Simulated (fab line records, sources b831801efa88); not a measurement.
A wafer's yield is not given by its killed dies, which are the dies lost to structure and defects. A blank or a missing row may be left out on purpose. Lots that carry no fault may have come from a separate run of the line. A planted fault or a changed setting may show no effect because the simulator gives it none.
Chamber matching    flow sky130    3 sister chambers for SKY_PASSIVATION_CVD_00 on pecvd-02
The step deposits SiO2, target thk 90 nm. 27 wafers are shown with their chamber, then 12 later ones without.

== WAFERS WITH THEIR CHAMBER ==
wafer   chamber  heater power w (W)
L074.1  0        492
L074.4  1        720
L074.5  2        552
L080.1  0        601
L080.2  1        717
L080.3  2        468
L081.1  2        522
L081.2  1        734
L081.3  0        527
L081.4  0        529
L081.5  2        540
L081.6  1        728
L083.3  1        612
L083.5  2        554
L083.6  0        593
L084.3  0        578
L084.4  1        615
L084.5  2        466
L086.1  0        545
L086.2  2        532
L086.3  1        706
L086.4  1        696
L086.5  0        558
L086.6  2        529
L088.1  2        556
L088.4  2        568
L088.5  0        535

SIGNATURES (means of the wafers above)
reading         chamber 0  chamber 1  chamber 2  scatter within a chamber
heater power w  550.89     691.00     528.70     39.9
Rule: distance of a wafer from a chamber = root of the sum over the readings of ((wafer's reading minus chamber's mean) / reading's scatter) squared. If the next closest chamber is less than 2 further off than the closest, the wafer can't be placed; otherwise it belongs to the closest. How the scatter is found: for the shown wafers, subtract from each reading the mean of its chamber, square and add these, divide the total by (wafers less chambers), then take the root.

== WAFERS WHOSE CHAMBER IS MISSING ==
wafer   heater power w (W)
L092.1  616
L092.2  486
L092.3  522
L092.4  524
L092.5  615
L092.6  510
L093.1  547
L093.5  739
L093.6  585
L096.2  660
L096.3  533
L096.6  670

== WHICH CHAMBER EACH WENT THROUGH ==
wafer   from the rows above           in truth
L092.1  can't be placed: 0 or 1 or 2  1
L092.2  can't be placed: 2 or 0       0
L092.3  can't be placed: 2 or 0       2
L092.4  can't be placed: 2 or 0       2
L092.5  can't be placed: 0 or 1 or 2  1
L092.6  can't be placed: 2 or 0       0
L093.1  can't be placed: 0 or 2       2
L093.5  1                             1
L093.6  can't be placed: 0 or 2 or 1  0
L096.2  can't be placed: 1 or 0       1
L096.3  can't be placed: 2 or 0       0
L096.6  1                             1
2 of 12 placed correctly. Can't be placed from these rows: 10 (the true chamber is among the candidates in 10). Number placed wrongly: 0.
